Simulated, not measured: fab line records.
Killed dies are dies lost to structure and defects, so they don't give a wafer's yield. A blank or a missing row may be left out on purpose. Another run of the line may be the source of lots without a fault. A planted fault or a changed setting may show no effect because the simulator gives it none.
Which tool did it? -- flow gf180mcu -- Sampling: 6 lots, 17 wafers, 4 of 602 route steps

## WHAT EACH GAUGE READ, for each wafer
GF_M4_OVL_MEAS_15.
lot,measured,on,M4_OVL (nm)
L432,day 24 06:19,overlay-01,0 -1 -6
L436,day 25 18:16,overlay-02,1 1 2
L438,day 26 10:40,overlay-01,2 3 5
L440,day 27 02:06,overlay-01,-3 -1
L450,day 29 20:52,overlay-01,3 -2 -1
L453,day 30 18:30,overlay-02,1 3 8

## TOOL THAT RAN EACH LOT (tool first, then ch and the chambers of the sampled wafers, then the start)
lot,GF_STI_ETCH_14,GF_STI_STRIP_15,GF_M2_SPUTTER_00
L432,"rie si-02 ch 0,1,3, day 2 07:41","plasma asher-04 ch 0,1, day 2 07:46","pvd sputter-02, day 19 01:09"
L436,"rie si-02 ch 0,2,3, day 3 03:27","plasma asher-01 ch 0, day 3 03:31","pvd sputter-02, day 20 17:49"
L438,"rie si-01 ch 0,1,3, day 3 13:21","plasma asher-02 ch 0,1, day 3 13:25","pvd sputter-02, day 21 11:45"
L440,"rie si-01 ch 2,3, day 4 00:41","plasma asher-01 ch 0,1, day 4 00:46","pvd sputter-01, day 22 03:45"
L450,"rie si-02 ch 0,1, day 6 03:44","plasma asher-02 ch 0,1, day 6 03:49","pvd sputter-03, day 25 08:19"
L453,"rie si-01 ch 0,3, day 6 19:16","plasma asher-01 ch 0,1, day 6 19:20","pvd sputter-02, day 26 08:34"
- GF_STI_ETCH_14: etches Si in HBr/Cl2/O2, target depth 360 nm, time 102.9 s.
- GF_STI_STRIP_15: strips in O2/N2.
- GF_M2_SPUTTER_00: material Ti, target thk 37.5 nm, time 150 s.

## THE ANSWER, worked out from the rows above alone
Rule: the lots themselves supply what counts as usual. Put in order of their means at a reading, lots are off if they are a third of the lots or fewer, leave a main group of 4 or more, and stand apart from it by a gap of 3 or more times the standard deviation of the main group's means; of several such gaps the widest counts. If all means in a main group match to the digits the tables above print for the reading, that group is not used. A lot without any number at a reading at which 4 lots or more have one is off too. The other lots that the step has rows for count as sound.
No lot is off at any reading shown: from this, nothing can be told.

## WHAT THE SIMULATOR HAD INSERTED
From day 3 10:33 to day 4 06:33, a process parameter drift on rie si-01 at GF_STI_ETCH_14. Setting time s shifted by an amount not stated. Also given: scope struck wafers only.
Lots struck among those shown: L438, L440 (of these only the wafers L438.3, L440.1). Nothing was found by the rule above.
